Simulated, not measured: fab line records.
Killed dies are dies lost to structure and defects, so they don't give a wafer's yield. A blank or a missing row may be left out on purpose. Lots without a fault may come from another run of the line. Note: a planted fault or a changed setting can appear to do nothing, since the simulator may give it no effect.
fab line records	flow gf180mcu
[record] lots = 24	wafers = 72	last_day = 34
route steps=602 shown STI@26 M3@409 V3@443 M4@458 V4@499
lots that met no fault: taken from a fault-free run of the same line
start_h: hours from the record's first day to the start of the lot's first wafer shown	wait_h: time in hours since the lot's previous step	" unchanged from the row above	L1.1+2: a row that stands for several wafers	- no value present, or no start provided	* or withheld: withheld	< > ~ a bound
route shown NAME@n: a module of which the file shows steps, and the number in the route of the first	usual: mean and standard deviation over wafers with no fault	same: alike in all rows	chamber/n: place in a boat	sites: each site's reading	_std_site: their standard deviation	_edge_site: inner sites' mean taken away from outer sites' mean	radius_mm: how far each site lies from the wafer's centre	mask NAME#n: copy n	behind: the most recent tool/chamber to have shaped the wafer	hold: the reason the lot was held/the length of the hold in hours/how it ended	device: which transistor (n, p or np) failed to switch	end of line: the same wafers' tests at the end of the route	for a step that has no rows: nothing shown but its recipe	killed: at the first sort, the dies lost to defects and structure; wafer yield is something else	map: a wafer's dies, marking killed ones x, the rest . and places with no die _
set.NAME: the setting the step ran with; set.NAME@STEP: the setting that earlier step ran with	model.NAME: the simulator's own value behind a step, which no gauge read
steps of the route over a sample of lots; a table a step, a row a wafer
services: from which hour (start_h, from the record's first day; less than 0 if before it) a tool's chamber was out of use, for how many hours, and why
[[steps]]
[step GF_STI_CMP_25]
[recipe] stop_on = Si3N4	t_overpolish_s = 33	down_force_psi = 4	platen_rpm = 60	target_thk_nm = 524.6	pad_velocity_m_s = 0.94248
[usual] motor_current_A = 11.3/1.2	overpolish_run_s = 33.000/0.0096	time_to_endpoint_s = 125/4.1
lot.wafer	tool	chamber	start_h	wait_h	motor_current_A	overpolish_run_s	time_to_endpoint_s
L074.2	cmp-02	0	26.84	0.0	10.7	32.987	121
L074.3	"	3	"	"	11.5	32.995	126
L074.5	"	1	"	"	13.1	33.005	121
L075.1	cmp-02	2	33.00	0.2	9.7	33.009	123
L075.4	"	3	"	"	10.6	33.005	125
L075.6	"	2	"	"	9.6	32.995	121
L076.3	cmp-02	2	37.72	0.0	9.6	33.010	126
L076.2	"	3	"	"	12.1	33.011	130
L076.6	"	3	"	"	12.1	33.000	134
L077.2	cmp-01	3	43.10	0.0	11.7	33.014	126
L077.1	"	0	"	"	10.0	32.994	127
L077.4	"	2	"	"	10.7	32.985	127
L078.1	cmp-01	2	49.60	0.2	10.5	32.979	129
L078.5	"	3	"	"	11.8	33.003	120
L078.6	"	0	"	"	10.1	32.999	126
L079.4	cmp-02	3	53.33	0.1	12.1	32.991	130
L079.3	"	0	"	"	11.0	33.008	127
L079.6	"	2	"	"	10.0	33.005	129
L080.3	cmp-02	3	58.28	0.1	11.5	33.004	126
L080.1	"	0	"	"	11.4	32.984	126
L080.5	"	2	"	"	10.0	33.004	128
L082.2	cmp-01	2	69.54	0.0	10.8	32.988	130
L082.4	"	0	"	"	10.2	32.988	126
L082.3	"	1	"	"	13.5	33.013	125
L081.2	cmp-02	1	69.69	0.1	12.6	33.011	122
L081.5	"	0	"	"	10.6	33.013	121
L081.6	"	1	"	"	13.0	32.987	121
L083.1	cmp-01	0	74.77	0.1	9.7	32.986	125
L083.4	"	1	"	"	13.1	32.980	126
L083.5	"	3	"	"	11.8	33.001	120
L084.1	cmp-01	3	80.19	0.1	12.0	32.992	124
L084.4	"	1	"	"	12.7	33.001	127
L084.2	"	2	"	"	10.9	32.987	126
L085.2	cmp-02	2	97.55	0.1	10.0	33.005	130
L085.1	"	3	"	"	11.5	32.987	133
L085.6	"	2	"	"	10.2	32.997	129
L086.2	cmp-01	3	97.65	0.2	11.9	32.996	117
L086.5	"	0	"	"	10.0	33.000	123
L086.6	"	1	"	"	13.7	33.019	124
L087.3	cmp-02	0	97.80	0.3	11.6	33.006	128
L087.1	"	3	"	"	11.7	32.988	127
L087.6	"	0	"	"	10.5	32.986	125
L088.4	cmp-01	1	112.95	0.1	13.2	32.995	126
L088.3	"	3	"	"	11.0	33.006	121
L088.5	"	0	"	"	10.3	32.989	120
L089.3	cmp-02	2	113.02	0.2	9.2	33.015	121
L089.1	"	3	"	"	12.1	32.984	123
L089.6	"	2	"	"	9.6	32.996	122
L090.1	cmp-01	3	117.07	0.1	11.1	32.998	120
L090.2	"	1	"	"	13.0	33.004	120
L090.6	"	2	"	"	10.3	32.990	116
L091.2	cmp-02	1	117.17	0.2	12.4	32.990	127
L091.6	"	2	"	"	9.9	33.006	125
L091.5	"	3	"	"	11.9	33.000	129
L092.1	cmp-02	0	122.64	0.1	11.4	32.996	127
L092.3	"	1	"	"	12.8	33.002	131
L092.6	"	3	"	"	11.7	33.014	135
L094.1	cmp-01	3	130.12	0.1	11.4	33.007	127
L094.2	"	2	"	"	10.9	33.005	120
L094.5	"	3	"	"	11.4	32.998	119
L093.3	cmp-01	2	131.26	0.0	10.9	32.986	125
L093.1	"	0	"	"	9.4	33.004	122
L093.4	"	1	"	"	13.4	33.001	126
L095.4	cmp-01	0	138.27	0.1	9.8	32.983	120
L095.1	"	1	"	"	13.1	33.000	119
L095.6	"	3	"	"	11.3	33.013	118
L096.4	cmp-02	3	139.79	0.0	11.0	32.997	131
L096.2	"	0	"	"	11.4	32.997	125
L096.6	"	3	"	"	11.8	33.004	129
L097.3	cmp-01	3	145.01	0.0	11.0	32.993	121
L097.6	"	3	"	"	11.6	33.006	118
L097.5	"	0	"	"	10.0	33.012	128
[step GF_M3_SPUTTER_00]
[recipe] material = Ti	target_thk_nm = 37.5	arriving_ion_energy_ev = 80	substrate_temp_c = 200	chamber_pressure_pa = 2	power_w = 4000	time_s = 150
[usual] throttle_valve_pct = 29.9/0.83
lot.wafer	tool	chamber	start_h	wait_h	throttle_valve_pct
L074.2	pvd_sputter-01	-	452.42	0.1	29.0
L074.3	"	-	"	"	30.9
L074.5	"	-	"	"	30.7
L075.1	pvd_sputter-02	-	463.16	0.1	31.1
L075.4	"	-	"	"	30.1
L075.6	"	-	"	"	28.7
L076.2	pvd_sputter-04	-	474.18	0.1	29.2
L076.3	"	-	"	"	29.7
L076.6	"	-	"	"	29.9
L077.1	pvd_sputter-02	-	486.27	0.2	28.3
L077.2	"	-	"	"	31.1
L077.4	"	-	"	"	29.8
L078.1	pvd_sputter-01	-	497.00	0.1	30.1
L078.5	"	-	"	"	30.1
L078.6	"	-	"	"	29.1
L079.3	pvd_sputter-02	-	500.95	0.1	28.5
L079.4	"	-	"	"	31.1
L079.6	"	-	"	"	28.7
L080.1	pvd_sputter-04	-	513.27	0.1	29.1
L080.3	"	-	"	"	29.8
L080.5	"	-	"	"	29.7
L082.2	pvd_sputter-04	-	529.76	0.2	30.9
L082.3	"	-	"	"	29.4
L082.4	"	-	"	"	29.7
L081.2	pvd_sputter-01	-	535.48	0.1	30.5
L081.5	"	-	"	"	29.9
L081.6	"	-	"	"	30.7
L083.1	pvd_sputter-02	-	542.97	0.2	28.6
L083.4	"	-	"	"	29.9
L083.5	"	-	"	"	29.8
L084.1	pvd_sputter-01	-	569.98	0.1	30.4
L084.2	"	-	"	"	30.7
L084.4	"	-	"	"	30.5
L085.1	pvd_sputter-04	-	578.72	0.1	30.9
L085.2	"	-	"	"	29.6
L085.6	"	-	"	"	29.0
L087.1	pvd_sputter-04	-	582.33	0.1	29.9
L087.3	"	-	"	"	29.1
L087.6	"	-	"	"	29.5
L086.2	pvd_sputter-01	-	584.75	0.2	30.4
L086.5	"	-	"	"	29.9
L086.6	"	-	"	"	29.1
L089.1	pvd_sputter-04	-	600.58	0.2	29.7
L089.3	"	-	"	"	29.6
L089.6	"	-	"	"	29.9
L088.3	pvd_sputter-01	-	606.54	0.1	30.7
L088.4	"	-	"	"	30.5
L088.5	"	-	"	"	28.9
L091.2	pvd_sputter-01	-	611.80	0.2	30.5
L091.5	"	-	"	"	30.7
L091.6	"	-	"	"	30.6
L090.1	pvd_sputter-01	-	613.51	0.2	28.9
L090.2	"	-	"	"	29.9
L090.6	"	-	"	"	30.7
L092.1	pvd_sputter-02	-	616.73	0.1	31.1
L092.3	"	-	"	"	28.6
L092.6	"	-	"	"	31.0
L094.1	pvd_sputter-01	-	623.94	0.1	28.8
L094.2	"	-	"	"	30.8
L094.5	"	-	"	"	30.7
L093.1	pvd_sputter-02	-	630.42	0.1	29.9
L093.3	"	-	"	"	28.9
L093.4	"	-	"	"	28.7
L095.1	pvd_sputter-02	-	637.18	0.1	31.0
L095.4	"	-	"	"	28.5
L095.6	"	-	"	"	28.3
L096.2	pvd_sputter-04	-	642.30	0.1	29.1
L096.4	"	-	"	"	30.9
L096.6	"	-	"	"	30.9
L097.3	pvd_sputter-02	-	647.72	0.1	28.8
L097.5	"	-	"	"	30.2
L097.6	"	-	"	"	28.8
[step GF_M3_METAL_ETCH_16]
[recipe] chemistry = Cl2/BCl3	mask_material = KrF	target_depth_nm = 750.8	stop_on = SiO2	pressure_mtorr = 8	icp_w = 800	bias_w = 140	Cl2_flow_sccm = 80	bcl3_flow_sccm = 40	time_s = 125.1
[usual] drypump_motor_current_A = 5.7/0.39	oes_product_au = 0.989/0.0058	throttle_valve_pct = 28.230/0.0096
lot.wafer	tool	chamber	start_h	wait_h	drypump_motor_current_A	oes_product_au	rf_hours_counter_h	throttle_valve_pct
L074.2	rie_metal-03	1	477.21	0.0	5.6	1.000	6	28.233
L074.3	"	1	"	"	5.6	0.996	-	28.217
L074.5	"	1	"	"	5.6	0.994	-	28.222
L075.1	rie_metal-03	1	486.76	0.0	5.7	0.996	7	28.216
L075.4	"	1	"	"	5.6	0.989	-	28.232
L075.6	"	1	"	"	5.7	0.997	-	28.212
L076.2	rie_metal-01	1	498.18	0.0	5.9	0.989	9	28.244
L076.3	"	0	"	"	6.3	0.985	-	28.237
L076.6	"	0	"	"	6.3	0.988	-	28.227
L077.1	rie_metal-01	1	510.23	0.0	6.0	0.983	10	28.243
L077.2	"	0	"	"	6.3	0.990	11	28.234
L077.4	"	0	"	"	6.2	0.983	-	28.230
L078.1	rie_metal-04	1	520.76	0.0	5.4	0.985	8	28.230
L078.5	"	1	"	"	5.4	0.992	-	28.218
L078.6	"	1	"	"	5.4	0.986	-	28.226
L079.3	rie_metal-04	1	525.01	0.1	5.4	0.997	-	28.240
L079.4	"	1	"	"	5.4	0.989	-	28.238
L079.6	"	1	"	"	5.4	0.979	-	28.236
L080.1	rie_metal-01	1	537.16	0.0	5.9	0.998	10	28.227
L080.3	"	1	"	"	6.0	0.992	-	28.211
L080.5	"	1	"	"	5.9	0.994	-	28.240
L082.2	rie_metal-01	1	552.82	0.0	5.9	0.983	11	28.213
L082.3	"	1	"	"	5.9	0.991	-	28.233
L082.4	"	0	"	"	6.3	0.987	-	28.224
L081.2	rie_metal-01	1	558.12	0.0	5.9	0.985	11	28.227
L081.5	"	0	"	"	6.3	0.989	-	28.241
L081.6	"	1	"	"	5.9	0.987	-	28.214
L083.1	rie_metal-04	1	565.67	0.0	5.5	0.991	10	28.227
L083.4	"	1	"	"	5.4	0.982	-	28.237
L083.5	"	1	"	"	5.4	0.990	-	28.238
L084.1	rie_metal-03	1	592.17	0.0	5.6	0.993	9	28.230
L084.2	"	0	"	"	5.0	0.980	13	28.246
L084.4	"	0	"	"	5.0	0.981	-	28.238
L085.1	rie_metal-04	1	600.31	0.0	5.5	0.988	11	28.230
L085.2	"	0	"	"	6.1	0.982	2	28.228
L085.6	"	1	"	"	5.4	0.985	-	28.214
L087.1	rie_metal-01	1	603.27	0.0	6.0	0.990	12	28.225
L087.3	"	1	"	"	5.9	1.000	-	28.223
L087.6	"	1	"	"	5.9	0.992	-	28.232
L086.2	rie_metal-04	0	606.86	0.0	6.1	0.969	2	28.248
L086.5	"	1	"	"	5.4	0.993	-	28.223
L086.6	"	0	"	"	6.1	0.984	-	28.233
L089.1	rie_metal-01	1	622.16	0.0	5.9	0.998	14	28.245
L089.3	"	1	"	"	5.9	0.986	-	28.237
L089.6	"	1	"	"	5.9	0.994	-	28.216
L088.3	rie_metal-04	0	627.46	0.1	6.1	0.987	-	28.239
L088.4	"	1	"	"	5.4	0.978	-	28.224
L088.5	"	1	"	"	5.4	0.997	-	28.242
L091.2	rie_metal-03	0	632.92	0.0	5.0	0.987	14	28.227
L091.5	"	1	"	"	5.6	0.996	-	28.228
L091.6	"	0	"	"	5.0	0.989	-	28.220
L090.1	rie_metal-04	0	634.51	0.0	6.2	0.994	3	28.220
L090.2	"	1	"	"	5.5	0.983	12	28.224
L090.6	"	1	"	"	5.5	0.989	-	28.230
L092.1	rie_metal-01	0	637.08	0.0	6.3	0.978	1	28.229
L092.3	"	0	"	"	6.3	0.983	-	28.253
L092.6	"	0	"	"	6.3	0.989	-	28.224
L094.1	rie_metal-03	1	643.96	0.0	5.7	0.992	12	28.247
L094.2	"	0	"	"	5.0	0.996	15	28.225
L094.5	"	1	"	"	5.6	0.992	-	28.225
L093.1	rie_metal-04	1	650.36	0.0	5.4	0.986	13	28.226
L093.3	"	0	"	"	6.1	0.984	-	28.228
L093.4	"	1	"	"	5.4	0.985	-	28.249
L095.1	rie_metal-03	1	657.36	0.0	5.6	0.993	12	28.232
L095.4	"	1	"	"	5.6	0.980	-	28.229
L095.6	"	1	"	"	5.6	0.999	-	28.229
L096.2	rie_metal-03	1	662.76	0.1	5.7	0.979	-	28.231
L096.4	"	1	"	"	5.7	0.996	-	28.215
L096.6	"	1	"	"	5.7	0.982	-	28.225
L097.3	rie_metal-03	1	667.55	0.1	5.6	0.990	-	28.235
L097.5	"	1	"	"	5.6	0.994	-	28.231
L097.6	"	1	"	"	5.6	0.994	-	28.227
[step GF_V3_CD_MEAS_14]
[recipe] target_cd_nm = 260
[usual] cd_nm = 260.1/1.2
lot.wafer	tool	chamber	start_h	wait_h	cd_nm
L074.2	cd_sem-02	-	502.59	0.1	259.2
L074.3	"	-	"	"	258.0
L074.5	"	-	"	"	258.1
L075.1	cd_sem-01	-	511.37	0.1	261.1
L075.4	"	-	"	"	261.9
L075.6	"	-	"	"	261.9
L076.2	cd_sem-01	-	522.60	0.1	259.4
L076.3	"	-	"	"	260.0
L076.6	"	-	"	"	258.7
L077.1	cd_sem-02	-	534.72	0.1	260.4
L077.2	"	-	"	"	260.3
L077.4	"	-	"	"	260.6
L078.1	cd_sem-01	-	545.43	0.1	262.1
L078.5	"	-	"	"	262.4
L078.6	"	-	"	"	261.4
L079.3	cd_sem-01	-	549.16	0.1	260.6
L079.4	"	-	"	"	260.3
L079.6	"	-	"	"	260.9
L080.1	cd_sem-01	-	561.57	0.1	257.8
L080.3	"	-	"	"	260.2
L080.5	"	-	"	"	258.0
L082.2	cd_sem-02	-	575.74	0.1	260.2
L082.3	"	-	"	"	260.5
L082.4	"	-	"	"	260.9
L081.2	cd_sem-02	-	581.64	0.1	261.4
L081.5	"	-	"	"	261.6
L081.6	"	-	"	"	261.0
L083.1	cd_sem-02	-	588.67	0.1	261.4
L083.4	"	-	"	"	261.0
L083.5	"	-	"	"	261.4
L084.1	cd_sem-01	-	614.52	0.1	259.4
L084.2	"	-	"	"	259.6
L084.4	"	-	"	"	258.7
L085.1	cd_sem-02	-	622.82	0.1	261.0
L085.2	"	-	"	"	261.0
L085.6	"	-	"	"	261.7
L087.1	cd_sem-02	-	625.67	0.1	259.9
L087.3	"	-	"	"	258.3
L087.6	"	-	"	"	259.7
L086.2	cd_sem-01	-	628.33	0.1	260.1
L086.5	"	-	"	"	259.9
L086.6	"	-	"	"	261.6
L089.1	cd_sem-01	-	643.16	0.1	258.6
L089.3	"	-	"	"	258.9
L089.6	"	-	"	"	258.1
L088.3	cd_sem-02	-	648.47	0.1	259.7
L088.4	"	-	"	"	259.5
L088.5	"	-	"	"	258.8
L091.2	cd_sem-01	-	654.25	0.1	259.8
L091.5	"	-	"	"	260.6
L091.6	"	-	"	"	260.7
L090.1	cd_sem-02	-	656.26	0.1	260.9
L090.2	"	-	"	"	261.2
L090.6	"	-	"	"	261.1
L092.1	cd_sem-01	-	658.78	0.1	259.0
L092.3	"	-	"	"	260.3
L092.6	"	-	"	"	260.2
L094.1	cd_sem-01	-	664.28	0.1	258.8
L094.2	"	-	"	"	257.8
L094.5	"	-	"	"	257.8
L093.1	cd_sem-02	-	670.16	0.1	259.6
L093.3	"	-	"	"	259.0
L093.4	"	-	"	"	259.6
L095.1	cd_sem-01	-	677.61	0.1	259.6
L095.4	"	-	"	"	259.9
L095.6	"	-	"	"	259.5
L096.2	cd_sem-01	-	682.54	0.1	259.9
L096.4	"	-	"	"	259.2
L096.6	"	-	"	"	258.5
L097.3	cd_sem-02	-	688.02	0.1	261.6
L097.5	"	-	"	"	260.2
L097.6	"	-	"	"	260.2
[step GF_M4_SPUTTER_02]
[recipe] material = AlCu	target_thk_nm = 450	power_w = 10600	time_s = 23.9	chamber_pressure_pa = 0.4
[usual] throttle_valve_pct = 29.8/0.96
lot.wafer	tool	chamber	start_h	wait_h	throttle_valve_pct
L074.2	pvd_sputter-03	-	504.21	0.0	30.9
L074.3	"	-	"	"	29.5
L074.5	"	-	"	"	28.8
L075.1	pvd_sputter-02	-	513.10	0.0	28.7
L075.4	"	-	"	"	30.0
L075.6	"	-	"	"	30.9
L076.2	pvd_sputter-01	-	524.26	0.0	28.9
L076.3	"	-	"	"	31.0
L076.6	"	-	"	"	30.0
L077.1	pvd_sputter-01	-	536.36	0.0	30.3
L077.2	"	-	"	"	28.9
L077.4	"	-	"	"	30.9
L078.1	pvd_sputter-02	-	547.10	0.0	28.6
L078.5	"	-	"	"	28.7
L078.6	"	-	"	"	30.1
L079.3	pvd_sputter-02	-	550.76	0.0	29.6
L079.4	"	-	"	"	28.3
L079.6	"	-	"	"	28.8
L080.1	pvd_sputter-02	-	563.24	0.0	28.7
L080.3	"	-	"	"	30.2
L080.5	"	-	"	"	30.9
L082.2	pvd_sputter-01	-	577.36	0.0	30.0
L082.3	"	-	"	"	29.0
L082.4	"	-	"	"	30.6
L081.2	pvd_sputter-01	-	583.26	0.0	30.1
L081.5	"	-	"	"	30.6
L081.6	"	-	"	"	30.8
L083.1	pvd_sputter-02	-	590.31	0.0	30.9
L083.4	"	-	"	"	28.7
L083.5	"	-	"	"	28.7
L084.1	pvd_sputter-03	-	616.26	0.0	28.5
L084.2	"	-	"	"	30.6
L084.4	"	-	"	"	28.9
L085.1	pvd_sputter-02	-	624.61	0.0	28.9
L085.2	"	-	"	"	31.1
L085.6	"	-	"	"	30.2
L087.1	pvd_sputter-01	-	627.43	0.0	28.7
L087.3	"	-	"	"	30.0
L087.6	"	-	"	"	30.3
L086.2	pvd_sputter-03	-	629.96	0.0	28.6
L086.5	"	-	"	"	28.6
L086.6	"	-	"	"	28.7
L089.1	pvd_sputter-01	-	644.80	0.0	28.5
L089.3	"	-	"	"	30.8
L089.6	"	-	"	"	30.7
L088.3	pvd_sputter-03	-	650.10	0.0	29.0
L088.4	"	-	"	"	29.4
L088.5	"	-	"	"	28.3
L091.2	pvd_sputter-01	-	655.88	0.0	30.8
L091.5	"	-	"	"	29.9
L091.6	"	-	"	"	30.7
L090.1	pvd_sputter-01	-	657.93	0.0	30.9
L090.2	"	-	"	"	30.2
L090.6	"	-	"	"	30.5
L092.1	pvd_sputter-03	-	660.52	0.0	29.6
L092.3	"	-	"	"	31.1
L092.6	"	-	"	"	28.3
L094.1	pvd_sputter-03	-	665.93	0.0	29.2
L094.2	"	-	"	"	30.7
L094.5	"	-	"	"	30.9
L093.1	pvd_sputter-01	-	671.83	0.0	30.9
L093.3	"	-	"	"	30.0
L093.4	"	-	"	"	30.7
L095.1	pvd_sputter-03	-	679.26	0.0	28.1
L095.4	"	-	"	"	28.8
L095.6	"	-	"	"	28.9
L096.2	pvd_sputter-01	-	684.20	0.0	30.8
L096.4	"	-	"	"	31.0
L096.6	"	-	"	"	29.9
L097.3	pvd_sputter-01	-	689.62	0.0	30.1
L097.5	"	-	"	"	30.6
L097.6	"	-	"	"	30.3
[step GF_V4_CVD_23]
[recipe] material = W	target_thk_nm = 350	time_s = 104.9	temp_c = 400	pressure_torr = 40
[usual] heater_power_w = 911/77	susceptor_temp_C = 399.96/0.23
lot.wafer	tool	chamber	start_h	wait_h	heater_power_w	susceptor_temp_C
L074.2	cvd_w-02	0	552.35	0.0	905	400.31
L074.3	"	0	"	"	869	400.29
L074.5	"	0	"	"	881	400.53
L075.1	cvd_w-01	1	561.51	0.0	883	399.98
L075.4	"	1	"	"	896	399.87
L075.6	"	1	"	"	866	400.15
L076.2	cvd_w-01	0	571.03	0.0	1038	399.83
L076.3	"	0	"	"	1038	399.78
L076.6	"	0	"	"	1047	399.82
L077.1	cvd_w-02	1	583.23	0.0	821	399.85
L077.2	"	0	"	"	890	399.65
L077.4	"	1	"	"	829	400.08
L078.1	cvd_w-01	1	593.29	0.0	885	399.95
L078.5	"	1	"	"	881	399.50
L078.6	"	0	"	"	1006	399.73
L079.3	cvd_w-01	0	596.87	0.1	1033	399.94
L079.4	"	1	"	"	891	400.35
L079.6	"	0	"	"	1016	399.87
L080.1	cvd_w-01	1	608.26	0.0	907	399.96
L080.3	"	1	"	"	894	399.88
L080.5	"	1	"	"	888	400.10
L082.2	cvd_w-02	1	622.64	0.0	828	400.30
L082.3	"	0	"	"	897	399.75
L082.4	"	1	"	"	837	400.09
L081.2	cvd_w-02	1	627.56	0.0	836	400.08
L081.5	"	0	"	"	895	399.94
L081.6	"	1	"	"	823	399.97
L083.1	cvd_w-02	1	634.41	0.0	836	399.72
L083.4	"	1	"	"	815	399.97
L083.5	"	1	"	"	835	399.76
L084.1	cvd_w-01	0	658.07	0.0	1034	400.28
L084.2	"	1	"	"	877	400.27
L084.4	"	0	"	"	1043	399.81
L085.1	cvd_w-02	1	666.68	0.0	833	399.96
L085.2	"	0	"	"	894	399.93
L085.6	"	1	"	"	842	400.15
L087.1	cvd_w-02	0	668.57	0.0	889	400.43
L087.3	"	0	"	"	897	400.20
L087.6	"	1	"	"	810	399.87
L086.2	cvd_w-01	0	671.98	0.0	1041	399.80
L086.5	"	1	"	"	896	399.97
L086.6	"	0	"	"	1045	399.93
L089.1	cvd_w-01	1	685.25	0.0	908	399.99
L089.3	"	0	"	"	1058	399.43
L089.6	"	0	"	"	1077	399.98
L088.3	cvd_w-02	0	691.14	0.1	899	399.76
L088.4	"	1	"	"	830	399.83
L088.5	"	0	"	"	895	399.71
L091.2	cvd_w-02	1	695.54	0.0	825	400.50
L091.5	"	1	"	"	857	400.33
L091.6	"	0	"	"	892	399.70
L090.1	cvd_w-01	1	697.67	0.0	898	399.87
L090.2	"	0	"	"	1033	400.00
L090.6	"	0	"	"	1037	400.23
L092.1	cvd_w-01	1	700.05	0.0	910	400.12
L092.3	"	1	"	"	881	399.84
L092.6	"	0	"	"	1058	400.14
L094.1	cvd_w-02	1	705.63	0.0	823	399.94
L094.2	"	0	"	"	899	399.74
L094.5	"	1	"	"	820	400.06
L093.1	cvd_w-02	1	710.06	0.0	840	399.85
L093.3	"	1	"	"	829	399.68
L093.4	"	0	"	"	913	399.97
L095.1	cvd_w-02	0	718.51	0.0	897	399.62
L095.4	"	0	"	"	910	400.02
L095.6	"	1	"	"	828	400.14
L096.2	cvd_w-01	0	722.46	0.0	1076	400.01
L096.4	"	0	"	"	1059	399.80
L096.6	"	1	"	"	890	400.56
L097.3	cvd_w-02	0	728.13	0.1	918	399.93
L097.5	"	1	"	"	829	399.78
L097.6	"	0	"	"	900	399.97
[[services]]
tool	chamber	start_h	hours	kind
cmp-01	-	30.33	0.5	repair
cmp-01	-	30.50	2.9	repair
cmp-01	-	31.46	2.5	repair
cmp-01	-	35.81	2.3	repair
cvd_w-02	1	46.55	10.2	repair
cmp-01	-	64.00	4.0	pm
cmp-01	-	70.45	2.4	repair
cmp-02	-	76.15	0.5	repair
cvd_w-02	-	108.76	6.9	pm
cmp-01	-	114.47	0.4	repair
cvd_w-02	1	164.66	3.3	repair
cvd_w-02	-	182.32	3.8	repair
cvd_w-02	-	227.42	2.8	pm
pvd_sputter-01	-	250.87	2.0	repair
pvd_sputter-02	-	296.16	6.7	repair
pvd_sputter-01	-	361.29	10.6	repair
cvd_w-02	-	390.00	14.0	pm
pvd_sputter-01	-	459.79	1.9	repair
pvd_sputter-02	-	478.38	1.3	repair
cvd_w-02	0	479.50	4.6	repair
pvd_sputter-01	-	520.69	1.6	repair
pvd_sputter-02	-	560.54	0.5	repair
cvd_w-02	-	596.30	9.8	repair
pvd_sputter-01	-	648.02	6.2	repair
[[key]]
fault none
